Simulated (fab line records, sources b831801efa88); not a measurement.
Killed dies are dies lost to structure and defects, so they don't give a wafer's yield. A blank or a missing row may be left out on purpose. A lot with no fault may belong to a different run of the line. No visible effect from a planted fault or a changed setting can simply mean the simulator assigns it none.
A struck lot beside a sound one | flow gf180mcu | 16 out of 602 route steps
Sound: the wafers L935.2, L935.4, L935.5. Struck: wafers L948.1, L948.4, L948.6. The cause is named last.
For every step that has rows: the tool of each side, followed by ch and its chambers, followed by its first start. Under that, the readings that differ: sound wafers | struck wafers | difference of the means | sigmas: that difference in standard deviations of wafers without a fault.
alike: readings with means less than 2 such deviations apart, plus words and numbers identical on both sides. not compared: withheld readings, readings lacking a value on some wafer, bounds such as >300 that could conceal the same value, and numbers that have no deviation in the record and whose values overlap.
A row with sigmas, a row that says differs or no value, or rows on one side alone: a step with any of these is where the two part. Numbers that have no deviation but don't overlap get no sigmas and don't part them. A reading that every wafer of one side lacks parts them only if that side has two wafers or more.

GF_M2_SPUTTER_04: material TiN, target thk 50 nm, time 41.7 s.
  sound on pvdSputter-01 at day 18 23:54; struck on pvdSputter-02 at day 24 02:30
  alike: throttleValvePct
GF_M2_RS_MEAS_05: a four-point-probe measurement.
  sound on filmMetro-01 at day 18 23:58; struck on filmMetro-03 at day 24 02:32
  alike: M2_ALCU_RS
GF_M2_THK_MEAS_06: measures by xrf.
  sound on filmMetro-01 at day 19 00:04; struck on filmMetro-03 at day 24 02:40
  alike: M2_ALCU_THK
then, 7 steps without rows for these wafers: GF_M2_DEHYDRATE_07 (time 60 s); GF_M2_HMDS_08 (prime time 60 s); GF_M2_COAT_09 (resist thk 1000 nm); GF_M2_SOFTBAKE_10 (time 60 s); GF_M2_EXPOSE_11 (exposes mask Metal2, target cd 280 nm); GF_M2_PEB_12 (peb time 90 s); GF_M2_DEVELOP_13 (develop time 58.94 s).
GF_M2_CD_MEAS_14: the cd target is 280 nm.
  sound on cdSem-01 at day 20 00:08; struck on cdSem-01 at day 25 00:43
  alike: cdNm
GF_M2_OVL_MEAS_15:
  sound on overlay-02 at day 20 00:14; struck on overlay-02 at day 25 00:50
reading     | sound  | struck   | difference | sigmas
M2_OVL (nm) | 11 8 9 | -1 -3 -4 | -12        | -3
GF_M2_METAL_ETCH_16: etches the open film in Cl2/BCl3, stops on SiO2, target depth 627.5 nm, time 104.6 s.
  sound on rieMetal-04 ch 0,1, day 20 00:16; struck on rieMetal-02 ch 0, day 25 00:52
reading                            | sound             | struck            | difference | sigmas
oesProductAu (a.u.)                | 0.966 0.963 0.966 | 0.981 0.991 0.974 | +0.017     | +3
rfFwdPowerW (W)                    | 796.0 795.4 794.9 | 924.8 925.5 922.8 | +128.9     | +56
model.KrF_of_M2_COAT_09.thkNm (nm) | 742.2 738.8 736.8 | 691.1 689.4 688.4 | -49.6      | 
  alike: bcl3FlowSccm, drypumpMotorCurrentA, throttleValvePct
  not compared: rfHoursCounterH
GF_M2_STRIP_17: strips in O2/N2.
  sound on plasmaAsher-01 ch 0,1, day 20 00:23; struck on plasmaAsher-03 ch 0,1, day 25 01:05
reading                  | sound             | struck            | difference | sigmas
heaterPowerW (W)         | 303 294 318       | 348 351 333       | +39        | +2
oesProductAu (a.u.)      | 0.567 0.563 0.554 | 0.540 0.545 0.538 | -0.020     | -4
stripTimeToEndpointS (s) | 7.94 7.91 7.88    | 7.45 7.44 7.42    | -0.47      | -9
  alike: drypumpMotorCurrentA
  not compared: rfHoursCounterH
then, 2 steps without rows for these wafers: GF_M2_STRIP_18 (strips in post etch residue remover, time 1200 s); GF_PASSIVATION_PROBE_99.

WHERE THEY PART
First at GF_M2_OVL_MEAS_15; last, within this record, at GF_M2_STRIP_17.

WHY: what the simulator had put in
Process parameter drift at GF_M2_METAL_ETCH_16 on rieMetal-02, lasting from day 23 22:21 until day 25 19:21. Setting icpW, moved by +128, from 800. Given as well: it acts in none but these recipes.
